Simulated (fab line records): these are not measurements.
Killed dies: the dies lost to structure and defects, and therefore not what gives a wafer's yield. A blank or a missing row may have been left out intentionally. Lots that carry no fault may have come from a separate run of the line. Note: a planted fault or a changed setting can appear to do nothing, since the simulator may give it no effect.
Struck lot and sound lot, side by side / flow sky130 / 43 out of 708 route steps
Sound: the wafers L265.2, L265.4, L265.5. Wafers struck: L282.2, L282.3, L282.4. At the end, the cause is stated.
Per side, at each step with rows, come the tool, then ch with its chambers, and then its first start. Under that, the readings that differ: sound wafers / struck wafers / difference of the means / sigmas: that difference in standard deviations of wafers without a fault.
alike: readings whose means differ by less than 2 such deviations, and words and numbers that are the same on both sides. not compared: withheld readings, readings that some wafer has no value for, bounds like >300 that may hide the same value, and numbers for which the record gives no deviation and whose values overlap.
A row with sigmas, a row that says differs or no value, or rows on one side alone: a step with any of these is where the two part. When numbers do not overlap yet have no deviation, they are printed without sigmas and do not part them. Lack of a reading on every wafer of one side parts them only where that side has two or more wafers.

first, 4 steps without rows for these wafers: SKY_LDD_LDN_SOFTBAKE_03 (time 60 s); SKY_LDD_LDN_EXPOSE_04 (exposes mask LDNTM, target cd 700 nm); SKY_LDD_LDN_PEB_05; SKY_LDD_LDN_DEVELOP_06 (develop time 60 s).
SKY_LDD_LDN_OVL_MEAS_07:
  sound: overlay-01 at day 23 00:17; struck: overlay-02 at day 28 19:23
  alike: LDD_LDN_OVL
then, 4 steps without rows for these wafers: SKY_LDD_LDN_IMPLANT_08; SKY_LDD_LDN_IMPLANT_09; SKY_LDD_LDN_IMPLANT_10; SKY_LDD_LDN_IMPLANT_11.
SKY_LDD_LDN_STRIP_12: strips in O2/N2.
  sound on plasma-asher-03 ch 0,1, day 23 00:55; struck on plasma-asher-01 ch 0,1, day 28 20:01
  alike: drypump-motor-current-A, oes-product-au, strip-time-to-endpoint-s
  not compared: rf-hours-counter-h
SKY_LDD_LDN_TW_MEAS_13:
  sound: film-metro-03 at day 23 01:02; struck: film-metro-02 at day 28 20:08
  alike: LDD_LDN_TW
then, 1 step without rows for these wafers: SKY_LDD_LDN_CLEAN_14 (cleans in SC1/SC2, time 150 s).
SKY_SPACER_CVD_00: deposits Si3N4 from DCS/NH3, target thk 43.1 nm, time 740 s.
  sound on lpcvd-02 ch 0, day 23 01:08; struck on lpcvd-02 ch 0, day 28 21:07
SKY_SPACER_THK_MEAS_01:
  sound: film-metro-04 at day 23 02:57; struck: film-metro-01 at day 28 22:19
  alike: SPACER_CVD_00_THK
SKY_SPACER_ETCHBACK_02: etches Si3N4 in CH3F/O2, stops on SiO2, time 46.7 s, target depth 45 nm.
  sound on rie-diel-03 ch 1,2,3, day 23 03:00; struck on rie-diel-02 ch 0,1,2, day 28 22:22
  alike: bias-w, drypump-motor-current-A, oes-product-au, rf-fwd-power-W, throttle-valve-pct
  not compared: rf-hours-counter-h
then, 8 steps without rows for these wafers: SKY_POLY_CUT_DEHYDRATE_00 (time 60 s); SKY_POLY_CUT_HMDS_01 (prime time 60 s); SKY_POLY_CUT_COAT_02 (resist thk 60 nm); SKY_POLY_CUT_COAT_03 (resist thk 450 nm); SKY_POLY_CUT_SOFTBAKE_04 (time 90 s); SKY_POLY_CUT_EXPOSE_05 (exposes mask NPCM, target cd 270 nm); SKY_POLY_CUT_PEB_06; SKY_POLY_CUT_DEVELOP_07 (develop time 60 s).
SKY_POLY_CUT_CD_MEAS_08: target cd 270 nm.
  sound: cd-sem-02 at day 24 09:19; struck: cd-sem-02 at day 30 02:30
reading=cd-nm (nm); sound=271.5 271.4 272.0; struck=267.7 268.6 268.0; difference=-3.5; sigmas=-2
SKY_POLY_CUT_OVL_MEAS_09:
  sound: overlay-01 at day 24 09:25; struck: overlay-02 at day 30 02:37
  alike: POLY_CUT_OVL
then, 1 step without rows for these wafers: SKY_POLY_CUT_ETCH_10 (etches BARC in N2/H2, stops on SiO2, time 46.91 s, target depth 60 nm).
SKY_POLY_CUT_ETCH_11: etches Si3N4 in CF4/CH2F2/Ar, stops on poly-Si, time 42.5 s, target depth 60 nm.
  sound on rie-diel-01 ch 0,2,3, day 24 09:29; struck on rie-diel-04 ch 0,2,3, day 30 02:41
  alike: bias-w, drypump-motor-current-A, oes-product-au, rf-fwd-power-W, throttle-valve-pct
  not compared: rf-hours-counter-h
SKY_POLY_CUT_STRIP_12: strips in O2/N2.
  sound on plasma-asher-04 ch 0,1, day 24 09:32; struck on plasma-asher-01 ch 0,1, day 30 02:43
  alike: drypump-motor-current-A, oes-product-au, strip-time-to-endpoint-s
  not compared: rf-hours-counter-h
then, 7 steps without rows for these wafers: SKY_SD_P_DEHYDRATE_00 (time 60 s); SKY_SD_P_HMDS_01 (prime time 60 s); SKY_SD_P_COAT_02 (resist thk 1140 nm); SKY_SD_P_SOFTBAKE_03 (time 60 s); SKY_SD_P_EXPOSE_04 (exposes mask PSDM, target cd 380 nm); SKY_SD_P_PEB_05; SKY_SD_P_DEVELOP_06 (develop time 60 s).
SKY_SD_P_CD_MEAS_07: target cd 380 nm.
  sound: cd-sem-01 at day 25 15:29; struck: cd-sem-01 at day 31 05:37
  alike: cd-nm
SKY_SD_P_OVL_MEAS_08:
  sound: overlay-01 at day 25 15:36; struck: overlay-01 at day 31 05:45
  alike: SD_P_OVL
then, 1 step without rows for these wafers: SKY_SD_P_IMPLANT_09.
SKY_SD_P_STRIP_10: strips in O2/N2.
  sound on plasma-asher-02 ch 0,1, day 25 15:56; struck on plasma-asher-02 ch 0,1, day 31 05:56
  alike: drypump-motor-current-A, oes-product-au, strip-time-to-endpoint-s
  not compared: rf-hours-counter-h
SKY_SD_P_TW_MEAS_11:
  sound: film-metro-01 at day 25 16:02; struck: film-metro-03 at day 31 06:02
  alike: SD_P_TW
then, 2 steps without rows for these wafers: SKY_RES_XHIGH_DEHYDRATE_00 (time 60 s); SKY_RES_XHIGH_HMDS_01 (prime time 60 s).
-- a jump in the record: the struck wafers' starts before and after are 19 days apart (it breaks off in module RES_XHIGH and resumes in module PAD_OPEN, where the first step shown is number 708 of the route) --
SKY_PAD_OPEN_PROBE_99:
  sound: prober-02 at day 45 18:22; struck: prober-01 at day 49 18:33
reading=killed_at_M0_to_M3; sound=53 53 51; struck=32 35 34; difference=-19; sigmas=-2
reading=model.etest.pfet_16v.r-on-ohm-um; sound=1.474e+04 1.489e+04 1.463e+04; struck=1.586e+04 1.564e+04 1.573e+04; difference=+9.900e+02; sigmas=
reading=model.etest.res-nwell.line-ohm-um; sound=985.7 1022 996.1; struck=1522 1486 1522; difference=+509; sigmas=
reading=model.etest.nfet_16v.r-on-ohm-um; sound=1.456e+04 1.468e+04 1.449e+04; struck=1.358e+04 1.343e+04 1.36e+04; difference=-1.040e+03; sigmas=
reading=model.etest.res-nwell.rs-ohm-sq; sound=840.1 846.6 844.3; struck=1251 1214 1253; difference=+396; sigmas=
reading=model.etest.tip_p_5v.rs-ohm-sq; sound=2780 2785 2776; struck=2931 2921 2922; difference=+144; sigmas=
reading=model.etest.tip-p.rs-ohm-sq; sound=6816 6864 6922; struck=6971 7005 6994; difference=+123; sigmas=
reading=model.etest.res-iso-pwell.width-nm (nm); sound=2628 2647 2649; struck=2668 2664 2661; difference=+23; sigmas=
  alike: killed_at_M4_up, killed-at-contacts, killed-at-front-end, killed-at-other, killed-dies, killed-open, killed-short
  not compared: model.etest.pfet-g5v0d10v5.r-on-ohm-um

WHERE THEY PART
At SKY_POLY_CUT_CD_MEAS_08 first; at SKY_PAD_OPEN_PROBE_99 last (within this record only).

WHY: whatever the simulator had introduced
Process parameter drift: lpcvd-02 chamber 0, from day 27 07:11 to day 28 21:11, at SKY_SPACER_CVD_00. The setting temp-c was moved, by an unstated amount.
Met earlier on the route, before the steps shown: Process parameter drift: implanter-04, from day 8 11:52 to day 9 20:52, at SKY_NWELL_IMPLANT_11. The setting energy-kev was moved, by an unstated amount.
